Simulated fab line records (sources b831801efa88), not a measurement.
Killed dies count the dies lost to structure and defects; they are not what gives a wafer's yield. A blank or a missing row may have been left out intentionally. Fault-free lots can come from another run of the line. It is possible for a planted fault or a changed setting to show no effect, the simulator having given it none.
What tool caused it?    flow gf180mcu    Sampling: 12 lots, 36 wafers, 6 of 602 route steps

WHAT THE GAUGES READ, wafer by wafer
GF_HV_LDD_TW_MEAS_38.
lot   measured      on             HV_LDD_3_TW
L972  day 11 16:10  film metro-01  1466 1463 1460
L974  day 12 06:09  film metro-03  1476 1473 1479
L975  day 12 15:07  film metro-03  1486 1474 1474
L977  day 13 06:07  film metro-01  1475 1469 1469
L978  day 13 20:47  film metro-03  1467 1466 1471
L980  day 14 05:56  film metro-04  1416 1422 1422
L982  day 14 19:55  film metro-03  1463 1468 1470
L985  day 16 03:26  film metro-03  1584 1581 1580
L986  day 16 05:08  film metro-03  1474 1467 1472
L987  day 16 13:14  film metro-04  1541 1530 1539
L989  day 17 03:01  film metro-04  1511 1499 1508
L995  day 19 09:14  film metro-03  1478 1463 1478

GF_HV_LDD_RS_MEAS_53: measures by four-point-probe.
lot   measured      on             HV_LDD_RS (ohm/sq)
L972  day 12 11:05  film metro-04  417.1 417.8 417.9
L974  day 13 02:32  film metro-03  419.1 417.7 418.9
L975  day 13 11:49  film metro-03  419.1 418.1 417.7
L977  day 14 03:03  film metro-01  418.7 418.0 418.5
L978  day 14 17:27  film metro-01  418.1 418.1 418.2
L980  day 15 04:09  film metro-03  417.9 419.1 418.8
L982  day 15 17:34  film metro-01  419.2 418.4 417.7
L985  day 17 01:42  film metro-04  400.8 401.4 401.2
L986  day 17 04:36  film metro-01  419.9 420.0 418.2
L987  day 17 12:34  film metro-04  398.9 397.8 398.9
L989  day 18 01:37  film metro-03  399.5 402.1 400.4
L995  day 20 09:15  film metro-04  417.3 416.6 416.8

GF_V1_RS_MEAS_24: measures by four-point-probe.
lot   measured      on             V1_W_RS (ohm/sq)
L972  day 18 06:20  film metro-02  0.329 0.331 0.333
L974  day 19 00:11  film metro-02  0.325 0.327 0.323
L975  day 19 13:19  film metro-04  0.330 0.327 0.325
L977  day 20 05:38  film metro-02  0.328 0.327 0.328
L978  day 21 01:42  film metro-01  0.328 0.333 0.329
L980  day 21 08:39  film metro-01  0.334 0.334 0.334
L982  day 21 23:20  film metro-04  0.326 0.327 0.327
L985  day 23 08:28  film metro-02  0.325 0.327 0.323
L986  day 23 11:45  film metro-02  0.326 0.330 0.324
L987  day 23 18:19  film metro-04  0.331 0.333 0.330
L989  day 24 06:58  film metro-04  0.330 0.327 0.331
L995  day 26 12:52  film metro-02  0.330 0.331 0.331

WHAT TOOL EACH LOT RAN ON (gives the tool, then ch and the chambers of the sampled wafers, and finally the start)
lot   GF_HV_LDD_STRIP_10                    GF_HV_LDD_IMPLANT_34             GF_V1_CVD_23
L972  plasma asher-02 ch 0,1, day 10 03:02  implanter-02 ch 0, day 11 15:38  cvd w-02 ch 0,1, day 18 06:13
L974  plasma asher-03 ch 0,1, day 10 17:32  implanter-03 ch 0, day 12 05:37  cvd w-02 ch 0,1, day 19 00:02
L975  plasma asher-03 ch 0,1, day 11 02:05  implanter-02 ch 0, day 12 14:35  cvd w-01 ch 0,1, day 19 13:12
L977  plasma asher-03 ch 0,1, day 11 14:47  implanter-02 ch 0, day 13 05:34  cvd w-02 ch 0,1, day 20 05:32
L978  plasma asher-03 ch 0, day 12 03:52    implanter-03 ch 0, day 13 20:14  cvd w-01 ch 0, day 21 01:35
L980  plasma asher-03 ch 0,1, day 12 12:02  implanter-02 ch 0, day 14 05:23  cvd w-01 ch 0,1, day 21 08:32
L982  plasma asher-03 ch 0,1, day 13 02:29  implanter-04 ch 0, day 14 19:22  cvd w-02 ch 0,1, day 21 23:13
L985  plasma asher-02 ch 0,1, day 14 06:40  implanter-03 ch 0, day 16 02:35  cvd w-02 ch 0,1, day 23 08:21
L986  plasma asher-02 ch 0,1, day 14 09:49  implanter-02 ch 0, day 16 04:35  cvd w-02 ch 0,1, day 23 11:38
L987  plasma asher-04 ch 0,1, day 14 15:26  implanter-04 ch 0, day 16 12:22  cvd w-01 ch 0, day 23 18:05
L989  plasma asher-03 ch 0,1, day 15 05:28  implanter-04 ch 0, day 17 02:08  cvd w-01 ch 0,1, day 24 06:51
L995  plasma asher-04 ch 0,1, day 17 07:59  implanter-02 ch 0, day 19 08:41  cvd w-01 ch 0,1, day 26 12:46
- GF_HV_LDD_STRIP_10: strips in O2/N2.
- GF_HV_LDD_IMPLANT_34
- GF_V1_CVD_23: deposits W, target thk 350 nm, time 105.05 s.

WHAT THE TOOLS THEMSELVES READ (means of the sampled wafers that have a number; where no wafer has one, the mark that the record gives instead)
GF_HV_LDD_STRIP_10.
lot   tool             drypump motor current A (A)  heater power w (W)  oes product au (a.u.)  strip time to endpoint s (s)
L972  plasma asher-02  5.3                          313                 0.714                  12.64
L974  plasma asher-03  5.1                          333                 0.711                  12.59
L975  plasma asher-03  5.1                          332                 0.715                  12.62
L977  plasma asher-03  5.1                          334                 0.718                  12.61
L978  plasma asher-03  4.8                          331                 0.717                  12.56
L980  plasma asher-03  5.5                          334                 0.716                  12.64
L982  plasma asher-03  5.1                          330                 0.719                  12.63
L985  plasma asher-02  5.2                          316                 0.717                  12.56
L986  plasma asher-02  5.2                          315                 0.712                  12.67
L987  plasma asher-04  5.9                          315                 0.713                  12.61
L989  plasma asher-03  5.1                          335                 0.718                  12.55
L995  plasma asher-04  6.0                          320                 0.716                  12.55

GF_HV_LDD_IMPLANT_34.
lot   tool          dose ions cm2
L972  implanter-02  7.499e+12
L974  implanter-03  7.495e+12
L975  implanter-02  7.493e+12
L977  implanter-02  7.503e+12
L978  implanter-03  7.511e+12
L980  implanter-02  7.507e+12
L982  implanter-04  7.498e+12
L985  implanter-03  7.503e+12
L986  implanter-02  7.507e+12
L987  implanter-04  7.509e+12
L989  implanter-04  7.504e+12
L995  implanter-02  7.493e+12

GF_V1_CVD_23.
lot   tool      heater power w (W)  susceptor temp C (C)
L972  cvd w-02  1016                400.20
L974  cvd w-02  993                 400.10
L975  cvd w-01  798                 399.92
L977  cvd w-02  1020                399.95
L978  cvd w-01  832                 400.04
L980  cvd w-01  816                 399.62
L982  cvd w-02  1008                400.24
L985  cvd w-02  999                 400.05
L986  cvd w-02  1034                400.01
L987  cvd w-01  852                 399.94
L989  cvd w-01  796                 400.13
L995  cvd w-01  819                 399.98

THE ANSWER, worked out from the rows above alone
Rule: the usual values come from the lots themselves. The widest of any qualifying gaps counts: lots, ordered by their means at a reading, are off when they make up no more than a third of the lots, leave a main group of 4 or more, and stand apart from it by 3 or more times the standard deviation of that group's means. Not used: any main group whose means are identical at the precision the tables above print for the reading. A lot without any number at a reading at which 4 lots or more have one is off too. Where the step has rows for the other lots, those lots are counted as sound. Order of review: gauges by route order, followed by the tools' own readings, for which a lot's mean as printed above is used. At the first step where some lot is off, the reading lying furthest off is the one used; lots without a number count as furthest.
Off: at GF_HV_LDD_RS_MEAS_53 (HV_LDD_RS), L985, L987, L989. Main group: mean 418.3 ohm/sq, sd 0.65.
A tool fits if, at a process step before that reading, it ran every lot that is off, and no sound lot after the first of them. Gauges at GF_HV_LDD_RS_MEAS_53: tried the same way as those tools. Of those tried, none fits.

WHAT WAS PUT IN BY THE SIMULATOR
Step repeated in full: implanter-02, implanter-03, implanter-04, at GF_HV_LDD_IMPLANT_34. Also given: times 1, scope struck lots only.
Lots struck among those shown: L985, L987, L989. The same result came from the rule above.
